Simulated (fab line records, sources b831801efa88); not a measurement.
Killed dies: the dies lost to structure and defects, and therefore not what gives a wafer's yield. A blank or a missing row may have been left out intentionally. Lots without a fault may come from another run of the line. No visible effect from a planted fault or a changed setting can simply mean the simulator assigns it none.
Which tool is to blame? ; flow sky130 ; 33 wafers from 11 lots sampled at 5 of the route's 708 steps

WHAT THE GAUGES SHOWED, per wafer
SKY_POLY_GATE_THK_MEAS_04. Usual: POLY_GATE_CVD_03_THK typically reads 75.2 nm, with standard deviation 0.79.
lot;measured;on;POLY_GATE_CVD_03_THK (nm);flag
L847;day 15 00:22;film-metro-02;74.8 74.8 74.6;
L848;day 15 04:32;film-metro-01;75.1 75.2 75.0;
L852;day 16 14:50;film-metro-01;75.0 75.1 74.5;
L857;day 19 03:28;film-metro-01;75.6 75.8 75.7;
L859;day 19 16:44;film-metro-03;75.3 75.5 75.0;
L860;day 19 22:38;film-metro-02;77.2 76.0 76.4;
L861;day 20 05:05;film-metro-02;75.9 75.1 74.9;
L863;day 20 22:47;film-metro-02;74.6 74.5 75.0;
L867;day 22 06:49;film-metro-02;75.2 75.1 75.9;
L869;day 22 22:10;film-metro-03;76.2 75.7 76.1;
L870;day 23 12:32;film-metro-02;75.7 74.8 74.4;

SKY_SD_N_RS_MEAS_17: measurement is done with a four-point probe. Usual: SD_P_RS typically reads 147.0 ohm/sq, with standard deviation 0.34.
lot;measured;on;SD_P_RS (ohm/sq);flag
L847;day 27 12:41;film-metro-02;147.0 147.2 147.1;
L848;day 27 18:43;film-metro-02;147.3 146.9 147.4;
L852;day 29 08:13;film-metro-02;146.9 147.0 146.6;
L857;day 31 21:50;film-metro-02;147.6 147.7 148.0;
L859;day 32 06:23;film-metro-02;147.4 147.0 147.3;
L860;day 32 08:01;film-metro-02;147.1 146.9 147.7;
L861;day 32 14:17;film-metro-03;146.6 146.7 146.5;
L863;day 33 07:25;film-metro-03;146.9 146.6 146.6;
L867;day 34 09:19;film-metro-01;146.7 146.8 146.8;
L869;day 35 01:19;film-metro-02;147.6 147.2 147.0;
L870;day 35 11:08;film-metro-01;146.6 146.9 147.1;

WHICH TOOL RAN EACH LOT (tool, then ch and the chambers of the sampled wafers, then the start)
lot;SKY_POLY_CUT_ETCH_10;SKY_SD_P_IMPLANT_09;SKY_SD_P_STRIP_10
L847;rie-diel-03 ch 0,1,2, day 23 20:49;implanter-01 ch 0, day 25 02:11;plasma-asher-01 ch 0,1, day 25 02:19
L848;rie-diel-03 ch 0,1,3, day 24 02:55;implanter-01 ch 0, day 25 08:28;plasma-asher-01 ch 0,1, day 25 08:37
L852;rie-diel-04 ch 0,1,2, day 25 17:22;implanter-04 ch 0, day 26 22:01;plasma-asher-01 ch 0,1, day 26 22:10
L857;rie-diel-01 ch 0,3, day 28 09:25;implanter-01 ch 0, day 29 13:26;plasma-asher-03 ch 0,1, day 29 13:34
L859;rie-diel-01 ch 2,3, day 28 18:13;implanter-04 ch 0, day 29 22:47;plasma-asher-01 ch 0,1, day 29 22:55
L860;rie-diel-01 ch 1,3, day 28 19:16;implanter-02 ch 0, day 29 23:52;plasma-asher-01 ch 0,1, day 30 00:00
L861;rie-diel-03 ch 2,3, day 29 01:40;implanter-02 ch 0, day 30 05:32;plasma-asher-04 ch 0,1, day 30 05:40
L863;rie-diel-04 ch 0,1,2, day 29 19:15;implanter-04 ch 0, day 30 23:01;plasma-asher-03 ch 0,1, day 30 23:10
L867;rie-diel-03 ch 0,1,3, day 30 21:28;implanter-02 ch 0, day 32 01:04;plasma-asher-04 ch 0,1, day 32 01:12
L869;rie-diel-04 ch 1,2,3, day 31 13:19;implanter-02 ch 0, day 32 17:55;plasma-asher-01 ch 0,1, day 32 18:04
L870;rie-diel-03 ch 0,1,2, day 32 00:43;implanter-01 ch 0, day 33 04:26;plasma-asher-03 ch 1, day 33 04:34
- SKY_POLY_CUT_ETCH_10: etches BARC in N2/H2, stops on SiO2, time 45.9 s, target depth 60 nm.
- SKY_SD_P_IMPLANT_09
- SKY_SD_P_STRIP_10: strips in O2/N2.

AS READ BY THE TOOLS THEMSELVES (means over the sampled wafers that have a number; for cases with no such wafer, the mark the record gives instead)
SKY_POLY_CUT_ETCH_10. Usual: bias-w 100.00 W, standard deviation 0.28; chamber-pressure-mTorr 30.003 mTorr, standard deviation 0.027; drypump-motor-current-A 5.8 A, standard deviation 0.35; oes-product-au 0.856 a.u., standard deviation 0.005; throttle-valve-pct 13.225 %, standard deviation 0.0096.
lot;tool;bias-w (W);chamber-pressure-mTorr (mTorr);drypump-motor-current-A (A);oes-product-au (a.u.);throttle-valve-pct (%);flag
L847;rie-diel-03;99.92;29.988;5.7;0.861;13.228;
L848;rie-diel-03;99.88;30.003;5.7;0.852;13.223;
L852;rie-diel-04;100.02;29.997;6.0;0.857;13.229;
L857;rie-diel-01;99.84;30.000;5.6;0.857;13.225;
L859;rie-diel-01;99.92;29.990;5.6;0.856;13.228;
L860;rie-diel-01;99.98;30.008;5.5;0.855;13.225;
L861;rie-diel-03;100.10;29.965;5.7;0.861;13.226;
L863;rie-diel-04;100.19;30.012;6.0;0.858;13.228;
L867;rie-diel-03;99.89;29.997;5.7;0.854;13.218;
L869;rie-diel-04;100.01;30.018;6.0;0.863;13.222;
L870;rie-diel-03;99.93;30.010;5.7;0.854;13.228;

SKY_SD_P_IMPLANT_09. Usual: dose-ions-cm2 reads 3e+15 (standard deviation 3.5e+12).
lot;tool;dose-ions-cm2;flag
L847;implanter-01;3e+15;
L848;implanter-01;3e+15;
L852;implanter-04;3e+15;
L857;implanter-01;3e+15;
L859;implanter-04;3e+15;
L860;implanter-02;3e+15;
L861;implanter-02;3e+15;
L863;implanter-04;3e+15;
L867;implanter-02;3e+15;
L869;implanter-02;3e+15;
L870;implanter-01;3e+15;

SKY_SD_P_STRIP_10. Usual: chamber-pressure-mTorr 1500.2 mTorr, standard deviation 1.3; drypump-motor-current-A 5.6 A, standard deviation 0.4; oes-product-au 0.618 a.u., standard deviation 0.0042; strip-time-to-endpoint-s 17.50 s, standard deviation 0.036.
lot;tool;chamber-pressure-mTorr (mTorr);drypump-motor-current-A (A);oes-product-au (a.u.);strip-time-to-endpoint-s (s);flag
L847;plasma-asher-01;1500.0;5.6;0.621;17.51;
L848;plasma-asher-01;1500.0;5.6;0.620;17.49;
L852;plasma-asher-01;1499.9;5.6;0.617;17.48;
L857;plasma-asher-03;1500.4;5.9;0.623;17.41;
L859;plasma-asher-01;1500.7;5.6;0.620;17.54;
L860;plasma-asher-01;1501.6;5.8;0.618;17.48;
L861;plasma-asher-04;1500.6;4.9;0.619;17.55;
L863;plasma-asher-03;1500.4;5.9;0.614;17.46;
L867;plasma-asher-04;1500.1;4.9;0.618;17.46;
L869;plasma-asher-01;1499.8;5.6;0.616;17.53;
L870;plasma-asher-03;1499.8;5.5;0.613;17.52;

THE ANSWER, worked out from the rows above alone
Rule: a lot is off if the mean of its wafers that have a number lies more than 3 standard deviations from the usual mean. A lot without any number at a reading at which 4 lots or more have one is off too. Any other lot the step has rows for is counted as sound. Order of review: gauges by route order, followed by the tools' own readings, for which a lot's mean as printed above is used. At the first step where some lot is off, the reading lying furthest off is the one used; lots without a number count as furthest.
Across all readings shown, no lot is off: no conclusion can be drawn from this.

WHAT HAD BEEN PUT IN BY THE SIMULATOR
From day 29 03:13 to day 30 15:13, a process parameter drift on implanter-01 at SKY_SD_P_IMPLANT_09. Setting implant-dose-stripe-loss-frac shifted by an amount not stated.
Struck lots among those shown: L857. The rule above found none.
